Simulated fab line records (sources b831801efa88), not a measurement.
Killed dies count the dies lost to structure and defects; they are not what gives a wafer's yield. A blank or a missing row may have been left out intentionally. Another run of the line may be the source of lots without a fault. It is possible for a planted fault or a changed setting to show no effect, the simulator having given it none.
fab line records	flow sky130
record lots=10	wafers=30	last-day=50
route steps=708 shown METAL2@487 METAL3@532 VIA3@587 PAD_OPEN@708
lots that met no fault: taken from a fault-free run of the same line
start-h: hours from the record's opening day to when the first of the lot's shown wafers began	wait-h: hours elapsed since this lot's preceding step	" identical to the entry in the row above	L1.1+2: several wafers, shown together as one row	- no value present, or no start provided	* or withheld: withheld	< > ~ a bound
route shown NAME@n: a module of which the file shows steps, and the number in the route of the first	usual: average and standard deviation across the fault-free wafers	same: alike in all rows	chamber/n: place in a boat	sites: readings site by site	_std_site: standard deviation across them	_edge_site: mean of outer sites minus mean of inner sites	radius-mm: how far each site lies from the wafer's centre	mask NAME#n: copy n	behind: tool/chamber where the wafer was last shaped	hold: why the lot went on hold/how many hours it stayed there/how the hold came to an end	device: which transistor (n, p or np) failed to switch	end of line: the tests these same wafers got at the end of their route	a step given without rows: its recipe and nothing more	killed: not the wafer's yield, but the dies lost to structure and defects at the first sort	map: per-die view of a wafer (x killed, . not killed, _ where there is no die)
set.NAME: the run value of the setting; set.NAME@STEP: its run value at that earlier step	model.NAME: the simulator's own value behind a step, which no gauge read
route steps across a sampled set of lots; one table per step, one row per wafer
services: a tool's chamber out of use, with start hour (start-h, from the record's first day; less than 0 if before it), hours out, and reason
## steps
# step SKY_METAL2_SPUTTER_04
# recipe material=TiN	target-thk-nm=70	power-w=6500	time-s=58.3	chamber-pressure-pa=0.4
# usual chamber-pressure-pa=0.4000/0.00085	throttle-valve-pct=29.6/0.86
lot.wafer	tool	chamber	start-h	wait-h	chamber-pressure-pa	throttle-valve-pct
L297.2	pvd-sputter-04	-	810.95	0.0	0.3986	29.1
L297.3	"	-	"	"	0.3995	29.4
L297.6	"	-	"	"	0.4007	28.0
L301.1	pvd-sputter-03	-	845.22	0.0	0.4012	28.6
L301.4	"	-	"	"	0.3999	29.2
L301.6	"	-	"	"	0.3992	30.6
L300.1	pvd-sputter-04	-	845.67	0.0	0.4009	29.4
L300.4	"	-	"	"	0.3989	29.5
L300.6	"	-	"	"	0.3998	30.7
L304.2	pvd-sputter-01	-	858.45	0.0	0.3987	30.5
L304.5	"	-	"	"	0.3998	30.6
L304.6	"	-	"	"	0.4022	29.4
L305.2	pvd-sputter-04	-	874.54	0.0	0.4003	28.0
L305.5	"	-	"	"	0.4000	28.0
L305.6	"	-	"	"	0.3997	30.8
L309.2	pvd-sputter-03	-	885.45	0.0	0.4011	30.1
L309.3	"	-	"	"	0.3995	28.0
L309.4	"	-	"	"	0.4005	29.3
L313.1	pvd-sputter-01	-	911.32	0.0	0.4001	29.9
L313.3	"	-	"	"	0.4010	29.5
L313.6	"	-	"	"	0.3981	30.2
L314.2	pvd-sputter-04	-	923.18	0.0	0.3995	29.6
L314.3	"	-	"	"	0.3999	29.5
L314.4	"	-	"	"	0.4018	28.2
L315.1	pvd-sputter-01	-	929.20	0.0	0.3992	29.7
L315.3	"	-	"	"	0.3993	29.3
L315.5	"	-	"	"	0.3995	29.2
L317.1	pvd-sputter-04	-	948.09	0.0	0.4003	28.2
L317.3	"	-	"	"	0.3997	29.3
L317.6	"	-	"	"	0.4003	27.8
# step SKY_METAL3_SPUTTER_00
# recipe material=Ti	target-thk-nm=15	power-w=3000	time-s=10	chamber-pressure-pa=0.4
# usual chamber-pressure-pa=0.3999/0.00084	throttle-valve-pct=30.0/1.1
lot.wafer	tool	chamber	start-h	wait-h	chamber-pressure-pa	throttle-valve-pct
L297.2	pvd-sputter-03	-	865.89	0.1	0.3995	29.3
L297.3	"	-	"	"	0.4006	27.8
L297.6	"	-	"	"	0.4018	28.4
L300.1	pvd-sputter-01	-	898.51	0.2	0.3998	29.8
L300.4	"	-	"	"	0.4011	30.3
L300.6	"	-	"	"	0.3996	29.5
L301.1	pvd-sputter-02	-	898.57	0.2	0.4005	30.3
L301.4	"	-	"	"	0.3987	33.1
L301.6	"	-	"	"	0.3997	30.5
L304.2	pvd-sputter-03	-	911.75	0.2	0.3998	29.2
L304.5	"	-	"	"	0.3990	29.0
L304.6	"	-	"	"	0.4002	28.0
L305.2	pvd-sputter-03	-	927.37	0.1	0.3994	30.3
L305.5	"	-	"	"	0.3996	30.5
L305.6	"	-	"	"	0.3995	30.1
L309.2	pvd-sputter-01	-	938.14	0.1	0.4008	29.8
L309.3	"	-	"	"	0.3993	30.3
L309.4	"	-	"	"	0.3986	29.3
L313.1	pvd-sputter-03	-	962.99	0.2	0.4006	30.4
L313.3	"	-	"	"	0.4011	28.1
L313.6	"	-	"	"	0.3990	30.5
L314.2	pvd-sputter-01	-	974.79	0.1	0.4014	29.6
L314.3	"	-	"	"	0.3986	29.3
L314.4	"	-	"	"	0.4015	30.4
L315.1	pvd-sputter-02	-	980.76	0.1	0.4000	30.4
L315.3	"	-	"	"	0.3986	33.0
L315.5	"	-	"	"	0.4015	29.5
L317.1	pvd-sputter-02	-	998.34	0.2	0.3994	33.2
L317.3	"	-	"	"	0.4006	29.5
L317.6	"	-	"	"	0.3991	31.9
# step SKY_METAL3_METAL_ETCH_18
# recipe target-depth-a=8450	stop-on=SiO2	over-etch-frac=0.3	time-s=183.1	chemistry=Cl2/BCl3	resist-sidewall-deg=88	pressure-mtorr=10	icp-w=900	bias-w=48.5	Cl2_flow_sccm=60	bcl3-flow-sccm=30
# usual drypump-motor-current-A=5.9/0.42	oes-product-au=0.868/0.0065	run-length-s=211.6/0.41	throttle-valve-pct=22.265/0.0092
lot.wafer	tool	chamber	start-h	wait-h	drypump-motor-current-A	oes-product-au	rf-hours-counter-h	run-length-s	throttle-valve-pct
L297.2	rie-metal-01	1	916.92	0.0	6.5	0.867	13	211.3	22.255
L297.3	"	0	"	"	5.6	0.863	-	212.0	22.274
L297.6	"	1	"	"	6.5	0.869	-	211.6	22.281
L300.1	rie-metal-01	1	948.04	0.0	6.5	0.872	14	211.2	22.263
L300.4	"	0	"	"	5.6	0.872	-	212.3	22.254
L300.6	"	1	"	"	6.5	0.874	-	211.1	22.279
L301.1	rie-metal-01	0	948.97	0.0	5.6	0.870	10	211.8	22.260
L301.4	"	1	"	"	6.5	0.868	-	211.5	22.276
L301.6	"	1	"	"	6.6	0.874	-	211.3	22.270
L304.2	rie-metal-03	0	962.07	0.0	5.3	0.876	2	211.5	22.259
L304.5	"	0	"	"	5.3	0.872	-	211.4	22.279
L304.6	"	1	"	"	5.6	0.859	-	211.0	22.258
L305.2	rie-metal-02	1	977.29	0.0	5.5	0.875	3	212.0	22.256
L305.5	"	0	"	"	5.9	0.866	-	211.2	22.265
L305.6	"	1	"	"	5.5	0.874	-	211.8	22.253
L309.2	rie-metal-02	0	987.02	0.0	5.9	0.866	14	211.2	22.283
L309.3	"	0	"	"	5.9	0.866	-	211.2	22.268
L309.4	"	1	"	"	5.5	0.881	-	211.8	22.271
L313.1	rie-metal-03	0	1012.14	0.0	5.3	0.865	5	211.4	22.266
L313.3	"	0	"	"	5.3	0.856	-	212.0	22.271
L313.6	"	0	"	"	5.3	0.865	-	211.7	22.251
L314.2	rie-metal-02	1	1021.29	0.0	5.5	0.986	5	190.9	22.265
L314.3	"	1	"	"	5.5	0.988	-	191.0	22.267
L314.4	"	0	"	"	5.9	0.981	-	190.9	22.269
L315.1	rie-metal-02	0	1027.77	0.0	5.9	0.863	16	211.2	22.278
L315.3	"	0	"	"	5.9	0.980	-	190.2	22.252
L315.5	"	0	"	"	5.9	0.870	-	211.4	22.258
L317.1	rie-metal-03	1	1045.82	0.0	5.6	0.872	12	210.8	22.269
L317.3	"	1	"	"	5.6	0.873	-	210.8	22.261
L317.6	"	0	"	"	5.3	0.873	-	211.2	22.269
# step SKY_METAL3_STRIP_19
# recipe chemistry=O2/N2	power-w=1400	pressure-mtorr=1500	platen-temp-c=withheld	o2-flow-sccm=3000	n2-flow-sccm=300	overash-fraction=0.5
# usual drypump-motor-current-A=5.68/0.24	oes-product-au=0.498/0.0071	strip-time-to-endpoint-s=6.42/0.12
lot.wafer	tool	chamber	start-h	wait-h	drypump-motor-current-A	oes-product-au	rf-hours-counter-h	strip-time-to-endpoint-s
L297.2	plasma-asher-04	0	917.09	0.1	5.43	0.487	16	6.38
L297.3	"	1	"	"	5.94	0.491	-	6.48
L297.6	"	1	"	"	5.94	0.501	-	6.38
L300.1	plasma-asher-04	1	948.22	0.1	5.91	0.501	19	6.54
L300.4	"	1	"	"	5.89	0.494	-	6.44
L300.6	"	1	"	"	5.92	0.503	-	6.51
L301.1	plasma-asher-04	1	949.14	0.1	5.90	0.490	19	6.38
L301.4	"	0	"	"	5.43	0.502	-	6.44
L301.6	"	0	"	"	5.40	0.494	-	6.39
L304.2	plasma-asher-01	0	962.24	0.1	5.52	0.497	78	6.50
L304.5	"	1	"	"	5.68	0.507	-	6.46
L304.6	"	0	"	"	5.54	0.500	-	6.27
L305.2	plasma-asher-01	0	977.46	0.1	5.58	0.502	79	6.34
L305.5	"	1	"	"	5.73	0.503	-	6.53
L305.6	"	0	"	"	5.59	0.494	-	6.31
L309.2	plasma-asher-01	0	987.19	0.1	5.53	0.498	80	6.48
L309.3	"	0	"	"	5.54	0.503	-	6.50
L309.4	"	1	"	"	5.79	0.493	-	6.26
L313.1	plasma-asher-02	0	1012.32	0.1	5.42	0.497	57	6.48
L313.3	"	0	"	"	5.40	0.506	-	6.46
L313.6	"	1	"	"	6.03	0.504	-	6.48
L314.2	plasma-asher-02	1	1021.47	0.1	6.04	0.521	57	6.98
L314.3	"	0	"	"	5.42	0.518	-	6.97
L314.4	"	1	"	"	6.04	0.531	-	7.25
L315.1	plasma-asher-02	0	1027.94	0.1	5.41	0.505	58	6.61
L315.3	"	0	"	"	5.40	0.535	-	7.25
L315.5	"	1	"	"	6.03	0.514	-	6.69
L317.1	plasma-asher-02	1	1045.99	0.1	6.06	0.488	60	6.20
L317.3	"	0	"	"	5.42	0.491	-	6.21
L317.6	"	1	"	"	6.05	0.495	-	6.46
# step SKY_VIA3_ETCH_14
# recipe chemistry=N2/H2	target=BARC	ion-energy-ev=200	source-w=500	bias-w=100	pressure-mtorr=30	n2-flow-sccm=100	h2-flow-sccm=200	stop-on=SiO2	time-s=45.9	target-depth-a=600
# usual drypump-motor-current-A=6.0/0.39	oes-product-au=0.854/0.0049	run-length-s=74.1/0.47	throttle-valve-pct=13.225/0.0085
lot.wafer	tool	chamber	start-h	wait-h	drypump-motor-current-A	oes-product-au	rf-hours-counter-h	run-length-s	throttle-valve-pct
L297.2	rie-diel-03	0	943.13	0.0	6.6	0.850	14	74.9	13.228
L297.3	"	3	"	"	6.1	0.852	24	73.4	13.216
L297.6	"	1	"	"	6.3	0.852	-	74.7	13.230
L300.1	rie-diel-01	3	973.84	0.0	6.0	0.849	16	73.5	13.234
L300.4	"	2	"	"	5.3	0.856	18	74.4	13.215
L300.6	"	3	"	"	6.0	0.848	-	73.8	13.224
L301.1	rie-diel-01	1	975.34	0.0	6.1	0.856	26	74.0	13.225
L301.4	"	3	"	"	6.0	0.861	16	73.7	13.217
L301.6	"	0	"	"	6.2	0.858	-	73.8	13.239
L304.2	rie-diel-01	2	987.74	0.0	5.3	0.858	18	74.2	13.226
L304.5	"	2	"	"	5.3	0.862	-	74.5	13.215
L304.6	"	3	"	"	6.0	0.852	-	73.7	13.229
L305.2	rie-diel-03	3	1002.09	0.0	6.1	0.860	26	73.5	13.222
L305.5	"	2	"	"	5.5	0.856	-	73.6	13.226
L305.6	"	3	"	"	6.2	0.852	-	73.6	13.222
L309.2	rie-diel-02	1	1011.74	0.0	5.4	0.853	11	74.2	13.241
L309.3	"	3	"	"	6.1	0.859	17	73.7	13.206
L309.4	"	2	"	"	5.8	0.851	16	74.2	13.224
L313.1	rie-diel-02	0	1036.09	0.0	6.2	0.849	25	74.3	13.215
L313.3	"	1	"	"	5.4	0.858	12	74.2	13.223
L313.6	"	1	"	"	5.4	0.860	-	74.3	13.228
L314.2	rie-diel-01	2	1044.70	0.0	5.3	0.856	20	74.6	13.227
L314.3	"	0	"	"	6.2	0.851	25	74.1	13.214
L314.4	"	1	"	"	6.1	0.861	2	74.1	13.232
L315.1	rie-diel-02	2	1051.18	0.0	5.9	0.852	18	74.5	13.225
L315.3	"	3	"	"	6.1	0.860	18	73.4	13.214
L315.5	"	3	"	"	6.1	0.856	-	73.5	13.226
L317.1	rie-diel-03	2	1068.44	0.0	5.5	0.847	22	73.8	13.220
L317.3	"	1	"	"	6.3	0.847	21	75.3	13.227
L317.6	"	3	"	"	6.1	0.860	-	73.3	13.229
# step SKY_PAD_OPEN_PROBE_99
# usual defect-limited-yield=82.5/1.7	killed_at_M0_to_M3=43/6.1	killed_at_M4_up=3.5/2	killed-at-contacts=25/5.1	killed-at-front-end=14/4.2	killed-at-other=0.3/0.55	killed-dies=86/8.3	killed-open=46/7.2	killed-short=39/6	sort_bin_3_pad_short=0.9/0.42	sort_bin_5_function=10.3/1.4	sort_bin_6_memory=6.3/1.1	sort_bin_8_speed=0.00/0.017	sort-n-pass=406/8.3	sort-yield-pct=82.5/1.7
# same gross-dies=492	killed-at-back-side=0	sort_bin_4_leakage[%]=0
lot.wafer	tool	chamber	start-h	wait-h	defect-limited-yield[%]	killed_at_M0_to_M3	killed_at_M4_up	killed-at-contacts	killed-at-front-end	killed-at-other	killed-dies	killed-open	killed-short	sort_bin_3_pad_short[%]	sort_bin_5_function[%]	sort_bin_6_memory[%]	sort_bin_8_speed[%]	sort-n-pass	sort-yield-pct[%]
L300.1	prober-02	-	1112.93	0.1	76.2	56	10	33	17	1	117	63	54	1.0	13.8	8.9	0	375	76.2
L300.4	prober-02	-	1113.08	0.2	86.4	36	4	15	12	0	67	32	35	1.2	7.1	5.3	0	425	86.4
L300.6	prober-02	-	1113.18	0.2	82.5	44	3	25	14	0	86	40	46	1.0	10.8	5.7	0	406	82.5
L313.1	prober-02	-	1164.95	0.1	83.1	39	4	23	17	0	83	42	41	1.0	10.2	5.7	0	409	83.1
L313.3	prober-02	-	1165.05	0.2	83.7	36	3	25	16	0	80	47	33	0.2	9.6	6.5	0	412	83.7
L313.6	prober-02	-	1165.20	0.2	83.9	47	6	15	11	0	79	40	38	0.6	9.3	6.1	0	413	83.9
# killed by level:class
L300.1 LI_CONTACT:geometric-particle:open=11 VIA2:geometric-particle:open=10 VIA1:geometric-particle:open=10 CONTACT:geometric-particle:open=9 METAL4:geometric-particle:short=8 VIA1:geometric-particle:short=7 METAL2:geometric-particle:short=7 VIA3:geometric-particle:open=6
L300.4 VIA1:geometric-particle:open=11 VIA1:geometric-particle:short=6 METAL2:geometric-particle:short=6 LI_CONTACT:geometric-particle:open=5 FIELD_ISO:geometric-particle:open=4 LI_CONTACT:geometric-particle:short=4 FIELD_ISO:geometric-particle:short=3 CONTACT:geometric-particle:short=3
L300.6 METAL2:geometric-particle:short=11 CONTACT:geometric-particle:open=10 VIA1:geometric-particle:open=9 CONTACT:geometric-particle:short=7 METAL1:geometric-particle:short=6 LI_CONTACT:geometric-particle:open=6 POLY_GATE:geometric-particle:short=5 VIA2:geometric-particle:open=5
L313.1 VIA1:geometric-particle:open=10 METAL1:geometric-particle:short=7 CONTACT:geometric-particle:open=6 VIA3:geometric-particle:open=6 FIELD_ISO:geometric-particle:open=4 POLY_GATE:geometric-particle:short=4 LI_CONTACT:geometric-particle:open=4 LOCAL_INTERCONNECT:geometric-particle:short=4
L313.3 CONTACT:geometric-particle:open=11 VIA1:geometric-particle:open=8 VIA2:geometric-particle:open=7 VIA3:geometric-particle:open=7 CONTACT:geometric-particle:short=6 LI_CONTACT:geometric-particle:open=4 FIELD_ISO:geometric-particle:open=3 LI_CONTACT:geometric-particle:short=3
L313.6 VIA1:geometric-particle:open=10 VIA3:geometric-particle:open=8 CONTACT:geometric-particle:open=7 METAL2:geometric-particle:short=5 METAL4:geometric-particle:short=5 VIA2:geometric-particle:short=5 POLY_GATE:geometric-particle:short=4 METAL1:geometric-particle:short=4
## services
tool	chamber	start-h	hours	kind
rie-diel-03	2	789.80	3.1	repair
plasma-asher-04	-	795.17	9.1	repair
pvd-sputter-02	-	796.10	2.3	repair
rie-diel-01	1	798.09	1.6	repair
pvd-sputter-01	-	802.79	0.7	repair
rie-metal-02	-	809.07	38.9	repair
rie-diel-01	1	821.56	3.4	repair
rie-diel-02	2	830.30	5.9	repair
rie-diel-01	-	838.49	2.8	pm
rie-metal-02	0	838.57	2.9	repair
rie-diel-01	-	841.29	0.9	repair
plasma-asher-02	-	850.81	1.6	repair
pvd-sputter-03	-	865.21	0.6	repair
rie-diel-01	0	867.30	57.4	repair
pvd-sputter-01	-	887.20	4.6	repair
pvd-sputter-04	-	890.47	2.5	repair
rie-diel-01	-	932.51	0.6	repair
plasma-asher-02	-	934.73	2.8	pm
pvd-sputter-03	-	939.12	3.3	repair
pvd-sputter-01	-	978.97	3.1	repair
pvd-sputter-03	-	1003.83	3.1	repair
pvd-sputter-04	-	1030.55	2.2	repair
rie-diel-01	3	1039.24	3.6	repair
rie-metal-02	-	1055.06	27.1	repair
## key
first-sign step=SKY_METAL3_METAL_ETCH_18	reading=run-length-s	direction=down	sigmas=51	usual=*	struck=*
effect step=SKY_METAL3_METAL_ETCH_18	reading=oes-product-au	direction=up	sigmas=18	usual=0.868	struck=0.984
effect step=SKY_METAL3_STRIP_19	reading=strip-time-to-endpoint-s	direction=up	sigmas=5.5	usual=*	struck=*
met-at SKY_METAL3_METAL_ETCH_18
struck-lots L314,L315
struck-wafers L314.2,L314.3,L314.4,L315.3
not-acting-at SKY_METAL2_SPUTTER_04,SKY_METAL3_SPUTTER_00,SKY_VIA3_ETCH_14
onset-between 987.02 1021.29
fault kind=process-parameter-drift	tool=rie-metal-02	chamber=-	onset-h=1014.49	steps=SKY_METAL3_METAL_ETCH_18	channel=time-s	offset=*	shape=step	end-h=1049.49	scope=struck-wafers-only	acts-in=*	stated=*
